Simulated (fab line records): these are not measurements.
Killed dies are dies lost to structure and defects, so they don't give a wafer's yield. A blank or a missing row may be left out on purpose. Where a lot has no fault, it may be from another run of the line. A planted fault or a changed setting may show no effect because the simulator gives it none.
Chamber matching    flow gf180mcu    GF_POLY_GATE_ETCH_13 on rieSi-02 has 4 sister chambers
The step etches poly-Si in HBr/Cl2, stops on SiO2, target depth 198.5 nm, time 69.6 s. 8 wafers are shown with their chamber, then 8 later ones without.

## WAFERS PAIRED WITH THEIR CHAMBERS
wafer   chamber  drypumpMotorCurrentA (A)  oesProductAu (a.u.)
L555.6  0        6.3                       0.986
L560.1  0        6.2                       0.966
L562.3  2        5.1                       0.990
L562.4  1        5.3                       0.988
L564.3  2        5.1                       1.000
L564.4  1        5.3                       0.986
L564.5  3        6.0                       1.001
L573.2  3        6.0                       0.995

## WAFERS WITHOUT THEIR CHAMBER
wafer   drypumpMotorCurrentA (A)  oesProductAu (a.u.)
L573.5  6.3                       0.983
L573.6  5.3                       0.975
L577.1  5.3                       0.978
L577.2  6.0                       0.999
L577.4  5.1                       0.987
L578.1  5.2                       0.992
L578.2  5.3                       0.982
L578.3  6.3                       0.984

## EACH ONE'S CHAMBER
wafer   from the rows above      in truth
L573.5  0                        0
L573.6  1                        1
L577.1  1                        1
L577.2  3                        3
L577.4  2                        2
L578.1  can't be placed: 2 or 1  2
L578.2  1                        1
L578.3  0                        0
Placed correctly: 7 of 8. Unplaceable from these rows: 1, with the true chamber sitting among the candidates in 1. Placed wrongly: 0.
How it was worked out, from the rows above alone: a wafer's distance from a chamber is the root of the sum, over the readings, of the square of ((its reading less the chamber's mean) divided by the reading's scatter). If the next closest chamber is less than 2 further off than the closest, the wafer can't be placed; otherwise it belongs to the closest. The mean given for a chamber averages the wafers shown for that chamber. How the scatter is found: for the shown wafers, subtract from each reading the mean of its chamber, square and add these, divide the total by (wafers less chambers), then take the root.
